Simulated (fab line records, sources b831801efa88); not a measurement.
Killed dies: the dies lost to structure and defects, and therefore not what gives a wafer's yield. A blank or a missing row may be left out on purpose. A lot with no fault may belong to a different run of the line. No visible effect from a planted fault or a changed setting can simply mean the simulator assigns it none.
Chamber matching | flow sky130 | SKY_POLY_GATE_ETCH_15 on rie_diel-02 has 4 sister chambers
The step etches BARC in N2/H2, stops on SiO2, time 118.5 s, target depth 110 nm. 8 wafers are shown with their chamber, then 10 later ones without.

## EACH WAFER AND ITS CHAMBER
wafer  | chamber | oes_product_au (a.u.) | throttle_valve_pct (%)
L081.2 | 2       | 0.726                 | 13.223
L081.5 | 0       | 0.725                 | 13.196
L081.6 | 1       | 0.718                 | 13.219
L083.1 | 3       | 0.714                 | 13.208
L083.2 | 2       | 0.715                 | 13.201
L083.3 | 0       | 0.708                 | 13.212
L083.4 | 1       | 0.722                 | 13.209
L083.5 | 3       | 0.717                 | 13.200

## WAFERS MISSING THEIR CHAMBER
wafer  | oes_product_au (a.u.) | throttle_valve_pct (%)
L083.6 | 0.714                 | 13.227
L085.1 | 0.713                 | 13.209
L085.4 | 0.730                 | 13.203
L085.6 | 0.714                 | 13.213
L087.1 | 0.721                 | 13.209
L087.2 | 0.709                 | 13.198
L087.5 | 0.710                 | 13.204
L094.3 | 0.720                 | 13.209
L094.4 | 0.716                 | 13.212
L094.6 | 0.713                 | 13.209

## EACH ONE'S CHAMBER
wafer  | from the rows above               | in truth
L083.6 | can't be placed: 1 or 2 or 3 or 0 | 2
L085.1 | can't be placed: 3 or 0 or 2 or 1 | 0
L085.4 | can't be placed: 2 or 1 or 0 or 3 | 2
L085.6 | can't be placed: 1 or 3 or 2 or 0 | 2
L087.1 | can't be placed: 2 or 1 or 0 or 3 | 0
L087.2 | can't be placed: 3 or 0 or 2 or 1 | 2
L087.5 | can't be placed: 3 or 0 or 2 or 1 | 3
L094.3 | can't be placed: 2 or 1 or 0 or 3 | 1
L094.4 | can't be placed: 1 or 2 or 0 or 3 | 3
L094.6 | can't be placed: 3 or 0 or 2 or 1 | 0
Correctly placed: 0 of 10. Can't be placed from these rows: 10 (the true chamber is among the candidates in 10). Number placed wrongly: 0.
How it was worked out, from the rows above alone: a wafer's distance from a chamber is the root of the sum, over the readings, of the square of ((its reading less the chamber's mean) divided by the reading's scatter). If the next closest chamber is less than 2 further off than the closest, the wafer can't be placed; otherwise it belongs to the closest. The mean given for a chamber averages the wafers shown for that chamber. The scatter: the root of (the sum of the squares of (reading less its chamber's mean) over the shown wafers, divided by (wafers less chambers)).
